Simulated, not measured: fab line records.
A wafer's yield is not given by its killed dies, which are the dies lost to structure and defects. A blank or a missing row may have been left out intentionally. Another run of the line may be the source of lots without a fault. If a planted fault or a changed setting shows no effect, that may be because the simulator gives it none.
Lot-split experiment ; flow sky130 ; 23 wafers read from 5 lots, route of 708 steps

## THE SPLIT
At SKY_CAP2M_SPUTTER_02 (material TiN, target thk 200 nm, time 166.7 s), the setting time s was moved away from the recipe's 166.7 s on 11 of the 23 wafers read, by -4.7% to +8.3%. The other wafers ran this setting at the recipe's value.

## FROM THE SPLIT TO THE READING: what the file shows between them, 1 step
- SKY_CAP2M_RS_MEAS_03: measures by four-point-probe

## THE READING
CAP2M_TIN_THK, in nm, at SKY_CAP2M_THK_MEAS_04 (measures by xrf). Typical for fault-free wafers on this fab line: 196.2 nm, with standard deviation 2.3 nm.

wafer;tool, chamber at the split;time s as run, s;against the recipe;CAP2M_TIN_THK, nm;against lot-mates on the recipe
L074.2;pvd sputter-02, -;180.5;+8.3%;214.1;+14.6
L074.3;pvd sputter-02, -;180.5;+8.3%;216.9;+17.4
L074.4;pvd sputter-02, -;166.7;recipe;199.7;-
L074.5;pvd sputter-02, -;166.7;recipe;199.3;-
L074.6;pvd sputter-02, -;180.5;+8.3%;214.8;+15.3
L078.1;pvd sputter-02, -;166.7;recipe;200.5;-
L078.3;pvd sputter-02, -;166.7;recipe;198.7;-
L078.4;pvd sputter-02, -;166.7;recipe;199.2;-
L080.1;pvd sputter-03, -;174.3;+4.6%;204.1;+10.4
L080.3;pvd sputter-03, -;174.3;+4.6%;202.4;+8.7
L080.4;pvd sputter-03, -;174.3;+4.6%;203.6;+9.9
L080.5;pvd sputter-03, -;166.7;recipe;194.0;-
L080.6;pvd sputter-03, -;166.7;recipe;193.4;-
L083.1;pvd sputter-01, -;158.9;-4.7%;188.9;-9.4
L083.2;pvd sputter-01, -;166.7;recipe;200.7;-
L083.3;pvd sputter-01, -;158.9;-4.7%;188.1;-10.2
L083.4;pvd sputter-01, -;166.7;recipe;198.0;-
L083.6;pvd sputter-01, -;166.7;recipe;196.2;-
L082.1;pvd sputter-03, -;176.8;+6.1%;206.5;+11.7
L082.2;pvd sputter-03, -;176.8;+6.1%;205.5;+10.7
L082.3;pvd sputter-03, -;166.7;recipe;194.0;-
L082.4;pvd sputter-03, -;166.7;recipe;195.7;-
L082.6;pvd sputter-03, -;176.8;+6.1%;207.7;+12.8

THE FIT
A straight line over all 23 wafers: CAP2M_TIN_THK changes by +1.87 nm for each +1% of time s; r = +0.95; the points scatter about the line by 2.5 nm.
The same after taking each lot's own level away (the mean of its wafers on the recipe; 23 wafers): +1.97 nm for each +1%; r = +0.99; scatter 1.1 nm.
Per that fit: largest time s move, reading shift of 16 nm.
From 193.70 to 199.50 nm: that is the span of the lots' own levels, equal to 2.5 times the standard deviation above.
The two slopes are in agreement: the lot-to-lot level therefore moves the slope only a little.
Check: with one of the wafers moved furthest among these (+8.3%) left out of the fit, the line predicts +16.6 nm for it against its lot-mates. It came out at +14.6 nm against them.

## ADDITIONAL SPLITS CARRIED BY THESE WAFERS
Before the reading, these wafers also passed through other splits. Each is held against what the fit with the lots' levels taken away leaves over:
other split on the same wafers;wafers away from the commonest value;r with CAP2M_TIN_THK (lot level and that fit taken away)
SKY_METAL2_SPUTTER_04 power w;8;-0.24
SKY_VIA2_HDPCVD_00 time s;4;+0.17
SKY_VIA2_EXPOSE_09 dose mj;5;+0.18
SKY_VIA2_DEVELOP_11 dev temp c;8;+0.04
SKY_VIA2_SPUTTER_20 chamber pressure pa;15;+0.09
SKY_METAL3_SPUTTER_03 power w;4;+0.24
SKY_CAPM_SOFTBAKE_08 temp c;7;+0.02
SKY_VIA3_CMP_02 leave above ref nm;8;-0.11
SKY_VIA3_ETCH_14 pressure mtorr;15;+0.02

## THE WHOLE CHAIN: every reading that the file lists as answering this split, in the file's order
step;what it does;reading;change (the file's fit);r (the file's)
SKY_CAP2M_SPUTTER_02;material TiN, target thk 200 nm, time 166.7 s;TiN_of_CAP2M_SPUTTER_02.thk nm (the simulator's own value, which no gauge read);+2.01 nm for each +1% of the setting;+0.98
SKY_CAP2M_RS_MEAS_03;measures by four-point-probe;CAP2M_TIN_RS;-0.0676 for each +1% of the setting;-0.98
SKY_CAP2M_THK_MEAS_04;measures by xrf;CAP2M_TIN_THK;+1.97 for each +1% of the setting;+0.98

## FILE'S OWN FIT
CAP2M_TIN_THK changes by +1.97 nm for each +1% of time s, r = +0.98.
